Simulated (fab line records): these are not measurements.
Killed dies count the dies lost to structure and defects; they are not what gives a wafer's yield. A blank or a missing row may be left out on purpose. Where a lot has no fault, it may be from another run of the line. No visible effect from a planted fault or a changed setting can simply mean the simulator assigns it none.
A struck lot beside a sound one	flow sky130	16 out of 708 route steps
Sound: these wafers, L829.1, L829.4, L829.6. Wafers struck: L847.2, L847.3, L847.4. At the end, the cause is stated.
For every step that has rows: the tool of each side, followed by ch and its chambers, followed by its first start. Under that, the readings that differ: sound wafers	struck wafers	difference of the means	sigmas: that difference in standard deviations of wafers without a fault.
alike: readings whose means differ by less than 2 such deviations, and words and numbers that are the same on both sides. not compared: withheld readings, readings that some wafer has no value for, bounds like >300 that may hide the same value, and numbers for which the record gives no deviation and whose values overlap.
The two part at a step that has a row with sigmas, a row that says differs or no value, or rows on one side only. Numbers that have no deviation but don't overlap get no sigmas and don't part them. Lack of a reading on every wafer of one side parts them only where that side has two or more wafers.

first, 1 step without rows for these wafers: SKY_FIELD_ISO_CVD_03 (deposits Si3N4 from DCS/NH3, target thk 165 nm, time 2830 s).
SKY_FIELD_ISO_THK_MEAS_04:
  sound on film-metro-02 at day 2 11:43; struck on film-metro-03 at day 6 03:35
  alike: FIELD_ISO_CVD_03_THK
then, 4 steps without rows for these wafers: SKY_FIELD_ISO_DEHYDRATE_05 (time 60 s); SKY_FIELD_ISO_HMDS_06 (prime time 60 s); SKY_FIELD_ISO_COAT_07 (resist thk 60 nm); SKY_FIELD_ISO_COAT_08 (resist thk 450 nm).
SKY_FIELD_ISO_SOFTBAKE_09: time 94.5 s.
  sound: litho-track-01 ch 0; struck: litho-track-02 ch 0
  alike: heater-power-total-W, plate-sensor-t-centre-C, plate-sensor-t-edge-C, resist-line-temp-C
then, 3 steps without rows for these wafers: SKY_FIELD_ISO_EXPOSE_10 (exposes mask FOM, target cd 150 nm); SKY_FIELD_ISO_PEB_11; SKY_FIELD_ISO_DEVELOP_12 (develop time 60 s).
SKY_FIELD_ISO_CD_MEAS_13: the cd target is 150 nm.
  sound on cd-sem-02 at day 3 03:54; struck on cd-sem-02 at day 6 23:04
reading	sound	struck	difference	sigmas
cd-nm (nm)	146.6 148.3 146.6	151.5 150.1 149.2	+3.1	+2
SKY_FIELD_ISO_ETCH_14: etches BARC in N2/H2, stops on SiO2, time 43.82 s, target depth 60 nm.
  sound on rie-diel-03 ch 1,3, day 3 04:01; struck on rie-diel-04 ch 0,2,3, day 6 23:10
  alike: bias-w, chamber-pressure-mTorr, drypump-motor-current-A, h2-flow-sccm, oes-product-au, throttle-valve-pct
  not compared: rf-hours-counter-h
SKY_FIELD_ISO_ETCH_15: etches the open film in CHF3/O2, stops on Si, target depth 180 nm, time 72 s.
  sound on rie-diel-03 ch 1,3, day 3 04:05; struck on rie-diel-04 ch 0,2,3, day 6 23:13
  no value came back on the struck wafers for any of 5 readings (O2_flow_sccm (sccm), bias-w (W) and others); on the sound wafers O2_flow_sccm (sccm) reads 5.007 5.010 5.024
reading	sound	struck	difference	sigmas
model.KrF-thick_of_FIELD_ISO_COAT_08.thk-nm (nm)	238.9 238.2 242.7	392.7 392.5 393.7	+153.0	
  not compared: rf-hours-counter-h
SKY_FIELD_ISO_STRIP_16: strips in O2/N2.
  sound on plasma-asher-02 ch 0,1, day 3 04:10; struck on plasma-asher-01 ch 0,1, day 6 23:16
reading	sound	struck	difference	sigmas
oes-product-au (a.u.)	0.380 0.387 0.385	0.437 0.438 0.446	+0.056	+11
strip-time-to-endpoint-s (s)	3.57 3.57 3.63	5.19 5.20 5.20	+1.61	+30
  alike: drypump-motor-current-A
  not compared: rf-hours-counter-h
SKY_FIELD_ISO_ETCH_17: etches Si in HBr/Cl2/O2, target depth 342 nm, time 97.7 s.
  sound on rie-si-01 ch 0,1, day 3 04:16; struck on rie-si-02 ch 1,2,3, day 6 23:22
  alike: HBr_flow_sccm, O2_flow_sccm, drypump-motor-current-A, mfc-cl2-sccm, oes-product-au, throttle-valve-pct
  not compared: rf-hours-counter-h
-- the record jumps here: 44 days lie between the struck wafers' starts before and after (it left off in module FIELD_ISO and takes up again in module PAD_OPEN, whose first step shown is number 708 of the route) --
SKY_PAD_OPEN_PROBE_99:
  sound on prober-01 at day 47 15:15; struck on prober-02 at day 51 06:26
reading	sound	struck	difference	sigmas
hold	- - -	await-dispo/1.8h/scrap await-dispo/1.8h/scrap await-dispo/1.8h/scrap	no value on the sound wafers	
killed-at-front-end	16 11 11	425 424 428	+413	+96
killed-dies	87 82 78	492 492 492	+410	+45
killed-on-rim	22 10 10	96 96 96	+82	+22
  alike: killed_at_M0_to_M3, killed_at_M4_up, killed-at-contacts, killed-at-other, killed-open, killed-short

WHERE THEY PART
Earliest at SKY_FIELD_ISO_CD_MEAS_13; latest, in this record, at SKY_PAD_OPEN_PROBE_99.

WHY: whatever the simulator had introduced
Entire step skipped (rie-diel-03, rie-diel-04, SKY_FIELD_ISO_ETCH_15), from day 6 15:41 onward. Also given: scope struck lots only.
